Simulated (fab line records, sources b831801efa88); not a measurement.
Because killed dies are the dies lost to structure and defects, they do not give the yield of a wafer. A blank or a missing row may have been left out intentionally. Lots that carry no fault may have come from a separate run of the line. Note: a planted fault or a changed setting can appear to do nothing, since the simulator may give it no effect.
Which tool is to blame? :: flow sky130 :: 42 wafers from 14 lots sampled at 6 of the route's 708 steps

== WHAT THE GAUGES READ, wafer by wafer ==
SKY_LDD_P_CD_MEAS_07 targets a cd of 380 nm. Usual: cd nm at 380.4 nm, with a standard deviation of 2.1.
lot: L217
measured: day 19 05:17
on: cd sem-01
cd nm (nm): 374.3 376.2 375.2
flag: 

lot: L218
measured: day 19 05:53
on: cd sem-02
cd nm (nm): 383.7 380.9 381.4
flag: 

lot: L219
measured: day 19 20:07
on: cd sem-01
cd nm (nm): 380.1 380.5 379.9
flag: 

lot: L220
measured: day 20 04:35
on: cd sem-02
cd nm (nm): 383.4 381.9 384.4
flag: 

lot: L222
measured: day 20 19:11
on: cd sem-01
cd nm (nm): 381.8 382.6 381.7
flag: 

lot: L223
measured: day 21 23:58
on: cd sem-01
cd nm (nm): 380.8 379.1 381.4
flag: 

lot: L228
measured: day 23 11:14
on: cd sem-02
cd nm (nm): 380.7 380.3 379.5
flag: 

lot: L230
measured: day 24 07:14
on: cd sem-01
cd nm (nm): 373.5 378.3 377.3
flag: 

lot: L232
measured: day 24 20:37
on: cd sem-02
cd nm (nm): 382.5 380.7 382.5
flag: 

lot: L233
measured: day 24 20:59
on: cd sem-02
cd nm (nm): 384.3 384.7 383.3
flag: 

lot: L234
measured: day 25 01:05
on: cd sem-02
cd nm (nm): 378.0 380.0 382.2
flag: 

lot: L235
measured: day 25 13:20
on: cd sem-01
cd nm (nm): 380.1 378.1 377.3
flag: 

lot: L238
measured: day 26 12:20
on: cd sem-01
cd nm (nm): 379.5 379.8 381.8
flag: 

lot: L240
measured: day 26 23:43
on: cd sem-01
cd nm (nm): 378.8 379.9 379.3
flag: 

SKY_LDD_HVP_TW_MEAS_10. Usual: for LDD_HVP_TW the level is 455 and the standard deviation is 3.7.
lot: L217
measured: day 21 18:50
on: film metro-03
LDD_HVP_TW: 453 453 452
flag: 

lot: L218
measured: day 21 20:52
on: film metro-04
LDD_HVP_TW: 456 455 457
flag: 

lot: L219
measured: day 22 09:59
on: film metro-03
LDD_HVP_TW: 452 451 449
flag: 

lot: L220
measured: day 22 19:17
on: film metro-03
LDD_HVP_TW: 452 448 451
flag: 

lot: L222
measured: day 23 09:12
on: film metro-04
LDD_HVP_TW: 458 456 457
flag: 

lot: L223
measured: day 24 13:47
on: film metro-01
LDD_HVP_TW: 458 457 459
flag: 

lot: L228
measured: day 25 21:14
on: film metro-01
LDD_HVP_TW: 458 460 458
flag: 

lot: L230
measured: day 26 16:38
on: film metro-04
LDD_HVP_TW: 30 30 30
flag: OFF

lot: L232
measured: day 27 06:05
on: film metro-03
LDD_HVP_TW: 30 30 30
flag: OFF

lot: L233
measured: day 27 06:41
on: film metro-01
LDD_HVP_TW: 456 457 456
flag: 

lot: L234
measured: day 27 10:35
on: film metro-04
LDD_HVP_TW: 460 458 458
flag: 

lot: L235
measured: day 27 22:38
on: film metro-04
LDD_HVP_TW: 458 458 458
flag: 

lot: L238
measured: day 28 20:44
on: film metro-01
LDD_HVP_TW: 456 458 460
flag: 

lot: L240
measured: day 29 09:18
on: film metro-04
LDD_HVP_TW: 459 456 459
flag: 

SKY_SPACER_THK_MEAS_01. Usual: for SPACER_CVD_00_THK the level is 42.7 nm and the standard deviation is 0.47.
lot: L217
measured: day 23 03:39
on: film metro-03
SPACER_CVD_00_THK (nm): 42.4 42.7 42.6
flag: 

lot: L218
measured: day 23 06:13
on: film metro-03
SPACER_CVD_00_THK (nm): 42.9 43.5 43.4
flag: 

lot: L219
measured: day 23 18:31
on: film metro-03
SPACER_CVD_00_THK (nm): 42.8 43.0 43.1
flag: 

lot: L220
measured: day 24 03:57
on: film metro-02
SPACER_CVD_00_THK (nm): 42.6 42.7 42.7
flag: 

lot: L222
measured: day 24 17:38
on: film metro-04
SPACER_CVD_00_THK (nm): 42.9 43.1 43.0
flag: 

lot: L223
measured: day 26 08:58
on: film metro-03
SPACER_CVD_00_THK (nm): 42.8 42.6 42.9
flag: 

lot: L228
measured: day 27 04:03
on: film metro-04
SPACER_CVD_00_THK (nm): 42.1 42.2 42.2
flag: 

lot: L230
measured: day 28 04:20
on: film metro-04
SPACER_CVD_00_THK (nm): 42.9 42.8 42.6
flag: 

lot: L232
measured: day 28 12:46
on: film metro-03
SPACER_CVD_00_THK (nm): 42.9 43.0 42.9
flag: 

lot: L233
measured: day 28 12:46
on: film metro-02
SPACER_CVD_00_THK (nm): 42.8 42.8 42.6
flag: 

lot: L234
measured: day 28 17:07
on: film metro-02
SPACER_CVD_00_THK (nm): 42.7 43.2 43.5
flag: 

lot: L235
measured: day 29 05:00
on: film metro-04
SPACER_CVD_00_THK (nm): 41.7 42.0 41.9
flag: 

lot: L238
measured: day 30 04:10
on: film metro-02
SPACER_CVD_00_THK (nm): 42.8 42.6 42.8
flag: 

lot: L240
measured: day 30 15:08
on: film metro-04
SPACER_CVD_00_THK (nm): 42.5 41.9 42.2
flag: 

== EACH LOT AND THE TOOL THAT RAN IT (in order: tool; ch and the chambers of the sampled wafers; start) ==
lot: L217
SKY_LDD_P_STRIP_10: plasma asher-01 ch 0, day 19 05:36
SKY_LDD_HVN_STRIP_09: plasma asher-01 ch 0,1, day 20 11:50
SKY_LDD_HVP_STRIP_09: plasma asher-03 ch 0,1, day 21 18:44

lot: L218
SKY_LDD_P_STRIP_10: plasma asher-03 ch 0,1, day 19 06:10
SKY_LDD_HVN_STRIP_09: plasma asher-04 ch 0,1, day 20 13:12
SKY_LDD_HVP_STRIP_09: plasma asher-04 ch 0,1, day 21 20:45

lot: L219
SKY_LDD_P_STRIP_10: plasma asher-03 ch 0,1, day 19 20:24
SKY_LDD_HVN_STRIP_09: plasma asher-04 ch 0,1, day 21 03:05
SKY_LDD_HVP_STRIP_09: plasma asher-02 ch 0,1, day 22 09:53

lot: L220
SKY_LDD_P_STRIP_10: plasma asher-02 ch 0,1, day 20 04:54
SKY_LDD_HVN_STRIP_09: plasma asher-04 ch 0,1, day 21 11:53
SKY_LDD_HVP_STRIP_09: plasma asher-04 ch 0,1, day 22 19:11

lot: L222
SKY_LDD_P_STRIP_10: plasma asher-02 ch 0,1, day 20 19:29
SKY_LDD_HVN_STRIP_09: plasma asher-01 ch 0,1, day 22 02:35
SKY_LDD_HVP_STRIP_09: plasma asher-03 ch 0,1, day 23 09:07

lot: L223
SKY_LDD_P_STRIP_10: plasma asher-02 ch 0,1, day 22 00:16
SKY_LDD_HVN_STRIP_09: plasma asher-04 ch 0,1, day 23 07:23
SKY_LDD_HVP_STRIP_09: plasma asher-02 ch 0,1, day 24 13:41

lot: L228
SKY_LDD_P_STRIP_10: plasma asher-02 ch 0,1, day 23 11:33
SKY_LDD_HVN_STRIP_09: plasma asher-01 ch 0,1, day 24 16:47
SKY_LDD_HVP_STRIP_09: plasma asher-02 ch 0,1, day 25 21:08

lot: L230
SKY_LDD_P_STRIP_10: plasma asher-02 ch 0,1, day 24 07:33
SKY_LDD_HVN_STRIP_09: plasma asher-04 ch 0,1, day 25 12:23
SKY_LDD_HVP_STRIP_09: plasma asher-02 ch 0,1, day 26 16:32

lot: L232
SKY_LDD_P_STRIP_10: plasma asher-01 ch 0,1, day 24 20:54
SKY_LDD_HVN_STRIP_09: plasma asher-03 ch 0,1, day 26 02:11
SKY_LDD_HVP_STRIP_09: plasma asher-04 ch 1, day 27 05:59

lot: L233
SKY_LDD_P_STRIP_10: plasma asher-03 ch 0,1, day 24 21:18
SKY_LDD_HVN_STRIP_09: plasma asher-03 ch 0,1, day 26 02:29
SKY_LDD_HVP_STRIP_09: plasma asher-03 ch 0,1, day 27 06:35

lot: L234
SKY_LDD_P_STRIP_10: plasma asher-01 ch 0,1, day 25 01:22
SKY_LDD_HVN_STRIP_09: plasma asher-03 ch 0,1, day 26 06:04
SKY_LDD_HVP_STRIP_09: plasma asher-04 ch 0,1, day 27 10:29

lot: L235
SKY_LDD_P_STRIP_10: plasma asher-01 ch 0,1, day 25 13:39
SKY_LDD_HVN_STRIP_09: plasma asher-03 ch 0,1, day 26 17:56
SKY_LDD_HVP_STRIP_09: plasma asher-03 ch 0,1, day 27 22:32

lot: L238
SKY_LDD_P_STRIP_10: plasma asher-01 ch 0,1, day 26 12:39
SKY_LDD_HVN_STRIP_09: plasma asher-01 ch 1, day 27 17:08
SKY_LDD_HVP_STRIP_09: plasma asher-02 ch 0,1, day 28 20:38

lot: L240
SKY_LDD_P_STRIP_10: plasma asher-01 ch 0,1, day 27 00:01
SKY_LDD_HVN_STRIP_09: plasma asher-03 ch 0,1, day 28 05:29
SKY_LDD_HVP_STRIP_09: plasma asher-02 ch 0,1, day 29 09:12
- SKY_LDD_P_STRIP_10: strips in O2/N2.
- SKY_LDD_HVN_STRIP_09: strips in O2/N2.
- SKY_LDD_HVP_STRIP_09: strips in O2/N2.

== WHAT THE TOOLS THEMSELVES READ (means of the sampled wafers that have a number; where no wafer has one, the mark that the record gives instead) ==
SKY_LDD_P_STRIP_10. Usual: chamber pressure mTorr 1500.0 mTorr, standard deviation 1.3; drypump motor current A 5.5 A, standard deviation 0.4; oes product au 0.715 a.u., standard deviation 0.0049; strip time to endpoint s 14.16 s, standard deviation 0.039.
lot: L217
tool: plasma asher-01
chamber pressure mTorr (mTorr): 1500.1
drypump motor current A (A): 5.5
oes product au (a.u.): 0.712
strip time to endpoint s (s): 14.16
flag: 

lot: L218
tool: plasma asher-03
chamber pressure mTorr (mTorr): 1499.5
drypump motor current A (A): 5.7
oes product au (a.u.): 0.718
strip time to endpoint s (s): 14.11
flag: 

lot: L219
tool: plasma asher-03
chamber pressure mTorr (mTorr): 1500.9
drypump motor current A (A): 5.7
oes product au (a.u.): 0.716
strip time to endpoint s (s): 14.13
flag: 

lot: L220
tool: plasma asher-02
chamber pressure mTorr (mTorr): 1500.0
drypump motor current A (A): 5.5
oes product au (a.u.): 0.711
strip time to endpoint s (s): 14.16
flag: 

lot: L222
tool: plasma asher-02
chamber pressure mTorr (mTorr): 1500.0
drypump motor current A (A): 5.5
oes product au (a.u.): 0.720
strip time to endpoint s (s): 14.11
flag: 

lot: L223
tool: plasma asher-02
chamber pressure mTorr (mTorr): 1500.5
drypump motor current A (A): 5.1
oes product au (a.u.): 0.716
strip time to endpoint s (s): 14.07
flag: 

lot: L228
tool: plasma asher-02
chamber pressure mTorr (mTorr): 1500.1
drypump motor current A (A): 5.5
oes product au (a.u.): 0.716
strip time to endpoint s (s): 14.19
flag: 

lot: L230
tool: plasma asher-02
chamber pressure mTorr (mTorr): 1499.6
drypump motor current A (A): 5.1
oes product au (a.u.): 0.717
strip time to endpoint s (s): 14.19
flag: 

lot: L232
tool: plasma asher-01
chamber pressure mTorr (mTorr): 1499.1
drypump motor current A (A): 5.5
oes product au (a.u.): 0.715
strip time to endpoint s (s): 14.13
flag: 

lot: L233
tool: plasma asher-03
chamber pressure mTorr (mTorr): 1500.0
drypump motor current A (A): 5.7
oes product au (a.u.): 0.718
strip time to endpoint s (s): 14.17
flag: 

lot: L234
tool: plasma asher-01
chamber pressure mTorr (mTorr): 1500.4
drypump motor current A (A): 5.5
oes product au (a.u.): 0.717
strip time to endpoint s (s): 14.19
flag: 

lot: L235
tool: plasma asher-01
chamber pressure mTorr (mTorr): 1500.2
drypump motor current A (A): 5.5
oes product au (a.u.): 0.712
strip time to endpoint s (s): 14.17
flag: 

lot: L238
tool: plasma asher-01
chamber pressure mTorr (mTorr): 1500.6
drypump motor current A (A): 5.5
oes product au (a.u.): 0.716
strip time to endpoint s (s): 14.16
flag: 

lot: L240
tool: plasma asher-01
chamber pressure mTorr (mTorr): 1499.5
drypump motor current A (A): 5.5
oes product au (a.u.): 0.714
strip time to endpoint s (s): 14.15
flag: 

SKY_LDD_HVN_STRIP_09. Usual: chamber pressure mTorr 1499.9 mTorr, standard deviation 1.4; drypump motor current A 5.51 A, standard deviation 0.28; oes product au 0.408 a.u., standard deviation 0.0045; strip time to endpoint s 4.133 s, standard deviation 0.014.
lot: L217
tool: plasma asher-01
chamber pressure mTorr (mTorr): 1500.7
drypump motor current A (A): 5.46
oes product au (a.u.): 0.412
strip time to endpoint s (s): 4.150
flag: 

lot: L218
tool: plasma asher-04
chamber pressure mTorr (mTorr): 1500.9
drypump motor current A (A): 5.44
oes product au (a.u.): 0.411
strip time to endpoint s (s): 4.112
flag: 

lot: L219
tool: plasma asher-04
chamber pressure mTorr (mTorr): 1500.5
drypump motor current A (A): 5.45
oes product au (a.u.): 0.406
strip time to endpoint s (s): 4.119
flag: 

lot: L220
tool: plasma asher-04
chamber pressure mTorr (mTorr): 1499.7
drypump motor current A (A): 5.22
oes product au (a.u.): 0.405
strip time to endpoint s (s): 4.140
flag: 

lot: L222
tool: plasma asher-01
chamber pressure mTorr (mTorr): 1500.6
drypump motor current A (A): 5.50
oes product au (a.u.): 0.410
strip time to endpoint s (s): 4.149
flag: 

lot: L223
tool: plasma asher-04
chamber pressure mTorr (mTorr): 1498.9
drypump motor current A (A): 5.24
oes product au (a.u.): 0.409
strip time to endpoint s (s): 4.141
flag: 

lot: L228
tool: plasma asher-01
chamber pressure mTorr (mTorr): 1500.0
drypump motor current A (A): 5.50
oes product au (a.u.): 0.407
strip time to endpoint s (s): 4.126
flag: 

lot: L230
tool: plasma asher-04
chamber pressure mTorr (mTorr): -
drypump motor current A (A): -
oes product au (a.u.): -
strip time to endpoint s (s): -
flag: OFF

lot: L232
tool: plasma asher-03
chamber pressure mTorr (mTorr): -
drypump motor current A (A): -
oes product au (a.u.): -
strip time to endpoint s (s): -
flag: OFF

lot: L233
tool: plasma asher-03
chamber pressure mTorr (mTorr): 1499.3
drypump motor current A (A): 5.86
oes product au (a.u.): 0.406
strip time to endpoint s (s): 4.131
flag: 

lot: L234
tool: plasma asher-03
chamber pressure mTorr (mTorr): 1499.9
drypump motor current A (A): 5.87
oes product au (a.u.): 0.408
strip time to endpoint s (s): 4.127
flag: 

lot: L235
tool: plasma asher-03
chamber pressure mTorr (mTorr): 1499.3
drypump motor current A (A): 5.68
oes product au (a.u.): 0.408
strip time to endpoint s (s): 4.141
flag: 

lot: L238
tool: plasma asher-01
chamber pressure mTorr (mTorr): 1499.9
drypump motor current A (A): 5.50
oes product au (a.u.): 0.405
strip time to endpoint s (s): 4.112
flag: 

lot: L240
tool: plasma asher-03
chamber pressure mTorr (mTorr): 1498.9
drypump motor current A (A): 5.69
oes product au (a.u.): 0.407
strip time to endpoint s (s): 4.144
flag: 

SKY_LDD_HVP_STRIP_09. Usual: chamber pressure mTorr 1499.9 mTorr, standard deviation 1.5; drypump motor current A 5.4 A, standard deviation 0.49; oes product au 0.408 a.u., standard deviation 0.0048; strip time to endpoint s 4.131 s, standard deviation 0.013.
lot: L217
tool: plasma asher-03
chamber pressure mTorr (mTorr): 1499.0
drypump motor current A (A): 5.9
oes product au (a.u.): 0.409
strip time to endpoint s (s): 4.132
flag: 

lot: L218
tool: plasma asher-04
chamber pressure mTorr (mTorr): 1501.0
drypump motor current A (A): 5.5
oes product au (a.u.): 0.408
strip time to endpoint s (s): 4.147
flag: 

lot: L219
tool: plasma asher-02
chamber pressure mTorr (mTorr): 1500.5
drypump motor current A (A): 5.1
oes product au (a.u.): 0.403
strip time to endpoint s (s): 4.134
flag: 

lot: L220
tool: plasma asher-04
chamber pressure mTorr (mTorr): 1499.3
drypump motor current A (A): 5.4
oes product au (a.u.): 0.407
strip time to endpoint s (s): 4.111
flag: 

lot: L222
tool: plasma asher-03
chamber pressure mTorr (mTorr): 1500.8
drypump motor current A (A): 5.8
oes product au (a.u.): 0.405
strip time to endpoint s (s): 4.143
flag: 

lot: L223
tool: plasma asher-02
chamber pressure mTorr (mTorr): 1500.5
drypump motor current A (A): 5.1
oes product au (a.u.): 0.406
strip time to endpoint s (s): 4.115
flag: 

lot: L228
tool: plasma asher-02
chamber pressure mTorr (mTorr): 1500.6
drypump motor current A (A): 5.5
oes product au (a.u.): 0.404
strip time to endpoint s (s): 4.124
flag: 

lot: L230
tool: plasma asher-02
chamber pressure mTorr (mTorr): 1498.2
drypump motor current A (A): 5.1
oes product au (a.u.): 0.607
strip time to endpoint s (s): 8.946
flag: OFF

lot: L232
tool: plasma asher-04
chamber pressure mTorr (mTorr): 1501.4
drypump motor current A (A): 5.0
oes product au (a.u.): 0.604
strip time to endpoint s (s): 8.934
flag: OFF

lot: L233
tool: plasma asher-03
chamber pressure mTorr (mTorr): 1499.6
drypump motor current A (A): 5.7
oes product au (a.u.): 0.412
strip time to endpoint s (s): 4.138
flag: 

lot: L234
tool: plasma asher-04
chamber pressure mTorr (mTorr): 1500.8
drypump motor current A (A): 5.4
oes product au (a.u.): 0.406
strip time to endpoint s (s): 4.144
flag: 

lot: L235
tool: plasma asher-03
chamber pressure mTorr (mTorr): 1500.7
drypump motor current A (A): 5.7
oes product au (a.u.): 0.404
strip time to endpoint s (s): 4.137
flag: 

lot: L238
tool: plasma asher-02
chamber pressure mTorr (mTorr): 1500.6
drypump motor current A (A): 5.1
oes product au (a.u.): 0.407
strip time to endpoint s (s): 4.132
flag: 

lot: L240
tool: plasma asher-02
chamber pressure mTorr (mTorr): 1499.9
drypump motor current A (A): 5.4
oes product au (a.u.): 0.406
strip time to endpoint s (s): 4.137
flag: 

== THE ANSWER, worked out from the rows above alone ==
Rule: take the mean of a lot's wafers that have a number; if it is more than 3 standard deviations from the usual mean, the lot is off. Also off: a lot with no number at a reading for which 4 or more lots have one. Any other lot the step has rows for is counted as sound. First the gauges in route order, then the tools' own readings, where a lot's mean is used as printed above. At the first step where some lot is off, the reading lying furthest off is the one used; lots without a number count as furthest.
Off: at SKY_LDD_HVP_TW_MEAS_10 (LDD_HVP_TW), L230, L232.
If a tool, at a process step before that reading, ran all the lots that are off and no sound lot after the first of them, it fits. The gauges at SKY_LDD_HVP_TW_MEAS_10 aren't tried: what is off there is off at SKY_LDD_HVN_STRIP_09 too, on other tools, and a gauge's error can't cause that. No candidate that was tried fits.

== WHAT THE SIMULATOR PUT IN ==
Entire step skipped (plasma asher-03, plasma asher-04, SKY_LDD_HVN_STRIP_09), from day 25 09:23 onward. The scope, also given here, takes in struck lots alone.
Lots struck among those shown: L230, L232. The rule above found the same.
